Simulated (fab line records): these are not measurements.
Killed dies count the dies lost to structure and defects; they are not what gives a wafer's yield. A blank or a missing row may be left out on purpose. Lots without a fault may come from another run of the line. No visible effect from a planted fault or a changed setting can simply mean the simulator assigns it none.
fab line records + flow gf180mcu
record
- lots=5
- wafers=15
- last_day=34
route steps=602 shown TOP_METAL@574 PASSIVATION@587
lots that met no fault: taken from a fault-free run of the same line
start_h: the number of hours between the record's first day and the start of the first shown wafer of the lot + wait_h: hours from the lot's prior step to this one + " identical to the entry in the row above + L1.1+2: several wafers, shown together as one row + - value missing, or start not given + * or withheld: withheld + < > ~ a bound
route shown NAME@n: NAME is a module with steps in the file, n the number in the route of the first one + usual: mean/standard deviation of fault-free wafers + same: alike in all rows + chamber/n: place in a boat + sites: per-site readings + _std_site: the values' standard deviation + _edge_site: inner sites' mean taken away from outer sites' mean + radius_mm: for every site, how far away it sits from the centre of the wafer + mask NAME#n: copy n + behind: tool/chamber where the wafer was last shaped + hold: the reason the lot was held/the length of the hold in hours/how it ended + device: which transistor (n, p or np) failed to switch + end of line: the tests these same wafers got at the end of their route + for a step that has no rows: nothing shown but its recipe + killed: dies lost to structure and defects at the first sort, not the wafer's yield + map: a wafer's dies, marking killed ones x, the rest . and places with no die _
set.NAME: the run value of the setting; set.NAME@STEP: its run value at that earlier step + model.NAME: the simulator's own value behind a step, which no gauge read
lots at some steps of the route; a table a step, a row a wafer
services: when a tool's chamber went out of use (start_h, in hours from the record's first day, below 0 if earlier), for how many hours, and the reason
## steps
# step GF_TOP_METAL_DEHYDRATE_07
# recipe
- temp_c=200
- time_s=60
| lot.wafer  | tool           | chamber | start_h | wait_h |
|------------|----------------|---------|---------|--------|
| L079.1+2+5 | litho_track-03 | 0       | 667.28  | 10.2   |
| L086.1+2+3 | litho_track-02 | 0       | 713.48  | 8.4    |
| L093.2+4+5 | litho_track-01 | 0       | 760.56  | 6.9    |
| L094.2+3+4 | litho_track-01 | 0       | 769.31  | 7.7    |
| L097.1+2+5 | litho_track-02 | 0       | 782.97  | 7.8    |
# step GF_TOP_METAL_HMDS_08
# recipe
- prime_time_s=60
- prime_temp_c=120
| lot.wafer  | tool           | chamber | start_h | wait_h |
|------------|----------------|---------|---------|--------|
| L079.1+2+5 | litho_track-03 | 0       | 667.43  | 0.1    |
| L086.1+2+3 | litho_track-02 | 0       | 713.63  | 0.1    |
| L093.2+4+5 | litho_track-01 | 0       | 760.71  | 0.1    |
| L094.2+3+4 | litho_track-01 | 0       | 769.46  | 0.1    |
| L097.1+2+5 | litho_track-02 | 0       | 783.12  | 0.1    |
# step GF_TOP_METAL_COAT_09
# recipe
- resist=NOVOLAK
- spin_rpm=3000
- resist_thk_nm=1500
| lot.wafer  | tool           | chamber | start_h | wait_h |
|------------|----------------|---------|---------|--------|
| L079.1+2+5 | litho_track-03 | 0       | 667.58  | 0.1    |
| L086.1+2+3 | litho_track-02 | 0       | 713.78  | 0.1    |
| L093.2+4+5 | litho_track-01 | 0       | 760.86  | 0.1    |
| L094.2+3+4 | litho_track-01 | 0       | 769.61  | 0.1    |
| L097.1+2+5 | litho_track-02 | 0       | 783.27  | 0.1    |
# step GF_TOP_METAL_SOFTBAKE_10
# recipe
- temp_c=90
- time_s=60
- resist=NOVOLAK
| lot.wafer  | tool           | chamber | start_h | wait_h |
|------------|----------------|---------|---------|--------|
| L079.1+2+5 | litho_track-03 | 0       | 667.73  | 0.1    |
| L086.1+2+3 | litho_track-02 | 0       | 713.93  | 0.1    |
| L093.2+4+5 | litho_track-01 | 0       | 761.01  | 0.1    |
| L094.2+3+4 | litho_track-01 | 0       | 769.76  | 0.1    |
| L097.1+2+5 | litho_track-02 | 0       | 783.42  | 0.1    |
# step GF_TOP_METAL_EXPOSE_11
# recipe
- mask_id=MetalTop
- target_cd_nm=440
- na=0.6
- source_shape=conventional
- sigma_outer=0.6
- dose_mj=170
| lot.wafer  | tool             | chamber | start_h | wait_h | mask       |
|------------|------------------|---------|---------|--------|------------|
| L079.1+2+5 | iline_stepper-02 | 0       | -       | -      | MetalTop#0 |
| L086.1+2+3 | iline_stepper-01 | 0       | -       | -      | MetalTop#0 |
| L093.2+4+5 | iline_stepper-02 | 0       | -       | -      | MetalTop#0 |
| L094.2+3+4 | iline_stepper-02 | 0       | -       | -      | MetalTop#0 |
| L097.1+2+5 | iline_stepper-02 | 0       | -       | -      | MetalTop#0 |
# step GF_TOP_METAL_PEB_12
# recipe
- temp_c=withheld
- time_s=*
- resist=NOVOLAK
| lot.wafer  | tool           | chamber | start_h | wait_h |
|------------|----------------|---------|---------|--------|
| L079.1+2+5 | litho_track-03 | 0       | -       | -      |
| L086.1+2+3 | litho_track-01 | 0       | -       | -      |
| L093.2+4+5 | litho_track-02 | 0       | -       | -      |
| L094.2+3+4 | litho_track-01 | 0       | -       | -      |
| L097.1+2+5 | litho_track-02 | 0       | -       | -      |
# step GF_TOP_METAL_DEVELOP_13
# recipe
- develop_time_s=60
- dev_temp_c=23
# same
- develop_time_s=60
| lot.wafer  | tool           | chamber | start_h | wait_h |
|------------|----------------|---------|---------|--------|
| L079.1+2+5 | litho_track-03 | 0       | 678.08  | 0.1    |
| L086.1+2+3 | litho_track-01 | 0       | 722.18  | 0.1    |
| L093.2+4+5 | litho_track-02 | 0       | 768.85  | 0.1    |
| L094.2+3+4 | litho_track-01 | 0       | 776.75  | 0.1    |
| L097.1+2+5 | litho_track-02 | 0       | 790.02  | 0.1    |
# step GF_TOP_METAL_CD_MEAS_14
# recipe
- target_cd_nm=440
# usual
- cd_nm=439.7/2
| lot.wafer | tool      | chamber | start_h | wait_h | cd_nm |
|-----------|-----------|---------|---------|--------|-------|
| L079.1    | cd_sem-02 | -       | 678.35  | 0.2    | 441.2 |
| L079.2    | "         | -       | "       | "      | 441.6 |
| L079.5    | "         | -       | "       | "      | 442.6 |
| L086.1    | cd_sem-02 | -       | 722.33  | 0.1    | 442.0 |
| L086.2    | "         | -       | "       | "      | 442.3 |
| L086.3    | "         | -       | "       | "      | 441.6 |
| L093.2    | cd_sem-01 | -       | 768.99  | 0.1    | 435.9 |
| L093.4    | "         | -       | "       | "      | 437.6 |
| L093.5    | "         | -       | "       | "      | 438.5 |
| L094.2    | cd_sem-02 | -       | 776.90  | 0.1    | 442.5 |
| L094.3    | "         | -       | "       | "      | 444.4 |
| L094.4    | "         | -       | "       | "      | 443.9 |
| L097.1    | cd_sem-02 | -       | 790.17  | 0.1    | 442.7 |
| L097.2    | "         | -       | "       | "      | 442.6 |
| L097.5    | "         | -       | "       | "      | 441.6 |
# step GF_TOP_METAL_OVL_MEAS_15
# usual
- TOP_METAL_OVL=0.8/1.3
| lot.wafer | tool       | chamber | start_h | wait_h | TOP_METAL_OVL[nm] |
|-----------|------------|---------|---------|--------|-------------------|
| L079.1    | overlay-02 | -       | 678.47  | 0.1    | -1.0              |
| L079.2    | "          | -       | "       | "      | 1.1               |
| L079.5    | "          | -       | "       | "      | 0.4               |
| L086.1    | overlay-02 | -       | 722.45  | 0.1    | -0.9              |
| L086.2    | "          | -       | "       | "      | 1.4               |
| L086.3    | "          | -       | "       | "      | 1.1               |
| L093.2    | overlay-01 | -       | 769.10  | 0.1    | -1.7              |
| L093.4    | "          | -       | "       | "      | -0.5              |
| L093.5    | "          | -       | "       | "      | -0.2              |
| L094.2    | overlay-02 | -       | 777.01  | 0.1    | 1.0               |
| L094.3    | "          | -       | "       | "      | -0.1              |
| L094.4    | "          | -       | "       | "      | 0.4               |
| L097.1    | overlay-02 | -       | 790.29  | 0.1    | 1.0               |
| L097.2    | "          | -       | "       | "      | 1.2               |
| L097.5    | "          | -       | "       | "      | 0.4               |
# step GF_TOP_METAL_METAL_ETCH_16
# recipe
- chemistry=Cl2/BCl3
- mask_material=NOVOLAK
- target_depth_nm=1197
- stop_on=SiO2
- pressure_mtorr=8
- icp_w=800
- bias_w=140
- Cl2_flow_sccm=80
- bcl3_flow_sccm=40
- time_s=199.5
# usual
- drypump_motor_current_A=6.3/0.32
- oes_product_au=0.992/0.0053
- rf_fwd_power_W=798.0/2.3
- throttle_valve_pct=28.226/0.0095
| lot.wafer | tool         | chamber | start_h | wait_h | drypump_motor_current_A | oes_product_au | rf_fwd_power_W | rf_hours_counter_h | throttle_valve_pct |
|-----------|--------------|---------|---------|--------|-------------------------|----------------|----------------|--------------------|--------------------|
| L079.1    | rie_metal-02 | 0       | 678.50  | 0.0    | 5.7                     | 0.991          | 793.7          | 5                  | 28.238             |
| L079.2    | "            | 1       | "       | "      | 6.6                     | 0.993          | 798.2          | 7                  | 28.226             |
| L079.5    | "            | 1       | "       | "      | 6.6                     | 0.987          | 798.6          | -                  | 28.233             |
| L086.1    | rie_metal-01 | 1       | 722.49  | 0.0    | 6.6                     | 0.991          | 800.3          | 6                  | 28.246             |
| L086.2    | "            | 0       | "       | "      | 6.3                     | 0.991          | 797.0          | 14                 | 28.234             |
| L086.3    | "            | 1       | "       | "      | 6.6                     | 0.988          | 804.0          | -                  | 28.231             |
| L093.2    | rie_metal-02 | 0       | 769.13  | 0.0    | 5.6                     | 0.990          | 797.7          | 9                  | 28.227             |
| L093.4    | "            | 0       | "       | "      | 5.7                     | 1.003          | 797.3          | -                  | 28.225             |
| L093.5    | "            | 0       | "       | "      | 5.7                     | 0.998          | 798.3          | -                  | 28.235             |
| L094.2    | rie_metal-01 | 0       | 777.04  | 0.0    | 6.3                     | 0.992          | 796.8          | 16                 | 28.231             |
| L094.3    | "            | 1       | "       | "      | 6.6                     | 0.996          | 799.8          | -                  | 28.235             |
| L094.4    | "            | 0       | "       | "      | 6.3                     | 0.987          | 796.5          | -                  | 28.224             |
| L097.1    | rie_metal-03 | 1       | 790.33  | 0.0    | 6.5                     | 0.990          | 798.7          | 3                  | 28.243             |
| L097.2    | "            | 0       | "       | "      | 6.1                     | 0.991          | 793.8          | 9                  | 28.227             |
| L097.5    | "            | 0       | "       | "      | 6.1                     | 0.991          | 792.8          | -                  | 28.228             |
# step GF_TOP_METAL_STRIP_17
# recipe
- chemistry=O2/N2
- power_w=1400
- pressure_mtorr=1500
- platen_temp_c=250
- o2_flow_sccm=3000
- n2_flow_sccm=300
- overash_fraction=0.5
# usual
- drypump_motor_current_A=5.7/0.47
- heater_power_w=333/41
- oes_product_au=0.709/0.0052
- strip_time_to_endpoint_s=12.90/0.1
| lot.wafer | tool            | chamber | start_h | wait_h | drypump_motor_current_A | heater_power_w | oes_product_au | rf_hours_counter_h | strip_time_to_endpoint_s |
|-----------|-----------------|---------|---------|--------|-------------------------|----------------|----------------|--------------------|--------------------------|
| L079.1    | plasma_asher-01 | 1       | 678.69  | 0.1    | 5.0                     | 283            | 0.700          | 93                 | 12.75                    |
| L079.2    | "               | 0       | "       | "      | 5.2                     | 320            | 0.707          | 93                 | 12.88                    |
| L079.5    | "               | 0       | "       | "      | 5.2                     | 313            | 0.700          | -                  | 12.90                    |
| L086.1    | plasma_asher-02 | 0       | 722.68  | 0.1    | 6.2                     | 414            | 0.707          | 59                 | 12.96                    |
| L086.2    | "               | 1       | "       | "      | 6.0                     | 319            | 0.714          | 59                 | 13.03                    |
| L086.3    | "               | 1       | "       | "      | 6.1                     | 325            | 0.707          | -                  | 12.99                    |
| L093.2    | plasma_asher-02 | 0       | 769.32  | 0.1    | 6.2                     | 419            | 0.700          | 64                 | 12.73                    |
| L093.4    | "               | 0       | "       | "      | 6.2                     | 419            | 0.706          | -                  | 12.79                    |
| L093.5    | "               | 0       | "       | "      | 6.2                     | 421            | 0.714          | -                  | 12.71                    |
| L094.2    | plasma_asher-02 | 1       | 777.23  | 0.1    | 6.0                     | 324            | 0.712          | 65                 | 13.02                    |
| L094.3    | "               | 0       | "       | "      | 6.2                     | 425            | 0.701          | -                  | 12.96                    |
| L094.4    | "               | 1       | "       | "      | 6.0                     | 332            | 0.714          | -                  | 13.02                    |
| L097.1    | plasma_asher-04 | 0       | 790.52  | 0.1    | 6.0                     | 316            | 0.705          | 40                 | 13.01                    |
| L097.2    | "               | 1       | "       | "      | 6.0                     | 318            | 0.718          | 40                 | 12.95                    |
| L097.5    | "               | 1       | "       | "      | 6.0                     | 319            | 0.701          | -                  | 12.95                    |
# step GF_TOP_METAL_STRIP_18
# recipe
- chemistry=post_etch_residue_remover
- time_s=1200
- temp_c=72.5
# usual
- bath_guard_temp_C=72.6/0.56
| lot.wafer | tool         | chamber | start_h | wait_h | bath_guard_temp_C |
|-----------|--------------|---------|---------|--------|-------------------|
| L079.1    | wet_bench-04 | 2       | 678.79  | 0.1    | 71.9              |
| L079.2    | "            | 2       | "       | "      | 71.5              |
| L079.5    | "            | 2       | "       | "      | 71.8              |
| L086.1    | wet_bench-04 | 3       | 722.78  | 0.1    | 72.7              |
| L086.2    | "            | 3       | "       | "      | 72.9              |
| L086.3    | "            | 3       | "       | "      | 72.6              |
| L093.2    | wet_bench-01 | 3       | 769.42  | 0.1    | 71.5              |
| L093.4    | "            | 3       | "       | "      | 71.8              |
| L093.5    | "            | 3       | "       | "      | 71.8              |
| L094.2    | wet_bench-04 | 1       | 777.33  | 0.1    | 72.5              |
| L094.3    | "            | 1       | "       | "      | 72.6              |
| L094.4    | "            | 1       | "       | "      | 72.8              |
| L097.1    | wet_bench-04 | 3       | 790.62  | 0.1    | 72.7              |
| L097.2    | "            | 3       | "       | "      | 72.8              |
| L097.5    | "            | 3       | "       | "      | 72.5              |
# step GF_TOP_METAL_CLEAN_19
# recipe
- chemistry=DIW
- dry=n2_spin
| lot.wafer  | tool         | chamber | start_h | wait_h |
|------------|--------------|---------|---------|--------|
| L079.1+2+5 | wet_bench-01 | 3       | 679.17  | 0.0    |
| L086.1+2+3 | wet_bench-04 | 2       | 723.15  | 0.0    |
| L093.2+4+5 | wet_bench-02 | 2       | 770.11  | 0.0    |
| L094.2+3+4 | wet_bench-02 | 2       | 777.70  | 0.0    |
| L097.1+2+5 | wet_bench-01 | 3       | 790.99  | 0.0    |
# step GF_PASSIVATION_CVD_00
# recipe
- material=SiO2
- target_thk_nm=1000
- precursor=TEOS
- temp_c=400
- time_s=111.95
- rf_w=600
# usual
- heater_power_w=648/110
- rf_fwd_power_W=597.3/2.2
| lot.wafer | tool     | chamber | start_h | wait_h | heater_power_w | rf_fwd_power_W |
|-----------|----------|---------|---------|--------|----------------|----------------|
| L079.1    | pecvd-02 | 2       | 679.26  | 0.0    | 812            | 597.3          |
| L079.2    | "        | 0       | "       | "      | 640            | 598.8          |
| L079.5    | "        | 2       | "       | "      | 664            | 596.5          |
| L086.1    | pecvd-02 | 2       | 723.25  | 0.0    | 681            | 595.4          |
| L086.2    | "        | 0       | "       | "      | 689            | 598.7          |
| L086.3    | "        | 1       | "       | "      | 662            | 595.5          |
| L093.2    | pecvd-03 | 0       | 770.20  | 0.0    | 499            | 595.9          |
| L093.4    | "        | 0       | "       | "      | 563            | 596.6          |
| L093.5    | "        | 1       | "       | "      | 451            | 597.9          |
| L094.2    | pecvd-02 | 0       | 777.79  | 0.0    | 586            | 598.3          |
| L094.3    | "        | 2       | "       | "      | 755            | 599.0          |
| L094.4    | "        | 1       | "       | "      | 766            | 601.8          |
| L097.1    | pecvd-02 | 2       | 791.09  | 0.0    | 746            | 597.5          |
| L097.2    | "        | 0       | "       | "      | 668            | 601.1          |
| L097.5    | "        | 2       | "       | "      | 796            | 596.2          |
# step GF_PASSIVATION_THK_MEAS_01
# recipe
- reads=SiO2_of_PASSIVATION_CVD_00
# usual
- PASSIVATION_CVD_00_THK=1001/15
| lot.wafer | tool          | chamber | start_h | wait_h | PASSIVATION_CVD_00_THK[nm] |
|-----------|---------------|---------|---------|--------|----------------------------|
| L079.1    | film_metro-01 | -       | 679.34  | 0.0    | 1002                       |
| L079.2    | "             | -       | "       | "      | 988                        |
| L079.5    | "             | -       | "       | "      | 1023                       |
| L086.1    | film_metro-02 | -       | 723.33  | 0.0    | 995                        |
| L086.2    | "             | -       | "       | "      | 975                        |
| L086.3    | "             | -       | "       | "      | 969                        |
| L093.2    | film_metro-03 | -       | 770.29  | 0.0    | 1000                       |
| L093.4    | "             | -       | "       | "      | 1009                       |
| L093.5    | "             | -       | "       | "      | 1007                       |
| L094.2    | film_metro-01 | -       | 777.88  | 0.0    | 990                        |
| L094.3    | "             | -       | "       | "      | 983                        |
| L094.4    | "             | -       | "       | "      | 1010                       |
| L097.1    | film_metro-02 | -       | 791.16  | 0.0    | 995                        |
| L097.2    | "             | -       | "       | "      | 1001                       |
| L097.5    | "             | -       | "       | "      | 1013                       |
# step GF_PASSIVATION_CVD_02
# recipe
- material=Si3N4
- target_thk_nm=700
- time_s=486.18
- temp_c=400
- rf_w=450
# usual
- heater_power_w=706/120
- rf_fwd_power_W=449.3/1.4
| lot.wafer | tool     | chamber | start_h | wait_h | heater_power_w | rf_fwd_power_W |
|-----------|----------|---------|---------|--------|----------------|----------------|
| L079.1    | pecvd-04 | 0       | 679.40  | 0.1    | 596            | 446.1          |
| L079.2    | "        | 1       | "       | "      | 609            | 449.0          |
| L079.5    | "        | 2       | "       | "      | 815            | 452.0          |
| L086.1    | pecvd-04 | 2       | 723.39  | 0.1    | 795            | 448.7          |
| L086.2    | "        | 0       | "       | "      | 553            | 447.7          |
| L086.3    | "        | 1       | "       | "      | 579            | 449.7          |
| L093.2    | pecvd-04 | 0       | 770.34  | 0.0    | 579            | 447.9          |
| L093.4    | "        | 1       | "       | "      | 651            | 448.8          |
| L093.5    | "        | 0       | "       | "      | 606            | 447.9          |
| L094.2    | pecvd-03 | 1       | 777.93  | 0.0    | 578            | 451.0          |
| L094.3    | "        | 2       | "       | "      | 946            | 449.5          |
| L094.4    | "        | 1       | "       | "      | 599            | 447.7          |
| L097.1    | pecvd-03 | 1       | 791.22  | 0.1    | 605            | 452.4          |
| L097.2    | "        | 0       | "       | "      | 568            | 448.4          |
| L097.5    | "        | 0       | "       | "      | 603            | 448.4          |
# step GF_PASSIVATION_THK_MEAS_03
# recipe
- reads=Si3N4_of_PASSIVATION_CVD_02
# usual
- PASSIVATION_CVD_02_THK=697/12
| lot.wafer | tool          | chamber | start_h | wait_h | PASSIVATION_CVD_02_THK[nm] |
|-----------|---------------|---------|---------|--------|----------------------------|
| L079.1    | film_metro-03 | -       | 679.68  | 0.1    | 697                        |
| L079.2    | "             | -       | "       | "      | 682                        |
| L079.5    | "             | -       | "       | "      | 711                        |
| L086.1    | film_metro-01 | -       | 723.68  | 0.1    | 697                        |
| L086.2    | "             | -       | "       | "      | 682                        |
| L086.3    | "             | -       | "       | "      | 671                        |
| L093.2    | film_metro-02 | -       | 770.63  | 0.2    | 685                        |
| L093.4    | "             | -       | "       | "      | 668                        |
| L093.5    | "             | -       | "       | "      | 693                        |
| L094.2    | film_metro-03 | -       | 778.23  | 0.2    | 677                        |
| L094.3    | "             | -       | "       | "      | 678                        |
| L094.4    | "             | -       | "       | "      | 685                        |
| L097.1    | film_metro-03 | -       | 791.51  | 0.1    | 683                        |
| L097.2    | "             | -       | "       | "      | 689                        |
| L097.5    | "             | -       | "       | "      | 699                        |
# step GF_PASSIVATION_DEHYDRATE_04
# recipe
- temp_c=200
- time_s=60
| lot.wafer  | tool           | chamber | start_h | wait_h |
|------------|----------------|---------|---------|--------|
| L079.1+2+5 | litho_track-04 | 0       | 689.33  | 9.6    |
| L086.1+2+3 | litho_track-01 | 0       | 731.73  | 8.0    |
| L093.2+4+5 | litho_track-01 | 0       | 777.50  | 6.9    |
| L094.2+3+4 | litho_track-01 | 0       | 785.50  | 7.3    |
| L097.1+2+5 | litho_track-04 | 0       | 799.03  | 7.5    |
## services
| tool             | chamber | start_h | hours | kind                    |
|------------------|---------|---------|-------|-------------------------|
| pecvd-04         | 1       | 643.63  | 7.0   | repair                  |
| rie_metal-01     | -       | 646.72  | 2.8   | pm                      |
| pecvd-04         | 1       | 653.03  | 23.7  | repair                  |
| pecvd-04         | 0       | 662.98  | 7.5   | repair                  |
| pecvd-03         | 2       | 663.07  | 4.4   | repair                  |
| rie_metal-02     | -       | 667.50  | 2.7   | repair                  |
| iline_stepper-02 | -       | 670.88  | 1.7   | pm                      |
| pecvd-04         | -       | 691.31  | 0.6   | repair                  |
| rie_metal-03     | 1       | 695.52  | -     | clean                   |
| rie_metal-03     | 1       | 695.52  | 20.9  | scheduled_down          |
| rie_metal-03     | 1       | 695.52  | 20.9  | vent_cycle              |
| iline_stepper-01 | -       | 696.57  | 1.7   | pm                      |
| iline_stepper-01 | -       | 702.62  | 2.1   | pm                      |
| iline_stepper-01 | -       | 704.71  | -     | consumable_replace:lamp |
| plasma_asher-01  | -       | 710.91  | 4.3   | pm                      |
| iline_stepper-02 | -       | 716.70  | 5.1   | repair                  |
| pecvd-04         | 1       | 730.36  | 4.8   | repair                  |
| pecvd-04         | -       | 735.72  | 2.8   | repair                  |
| rie_metal-01     | 0       | 740.08  | 4.6   | repair                  |
| iline_stepper-02 | -       | 758.01  | 1.1   | repair                  |
| iline_stepper-02 | 0       | 760.94  | -     | calibration             |
| pecvd-04         | -       | 777.59  | 0.9   | repair                  |
| plasma_asher-02  | -       | 785.80  | 1.3   | repair                  |
| wet_bench-04     | -       | 792.22  | 0.6   | repair                  |
## key
fault none
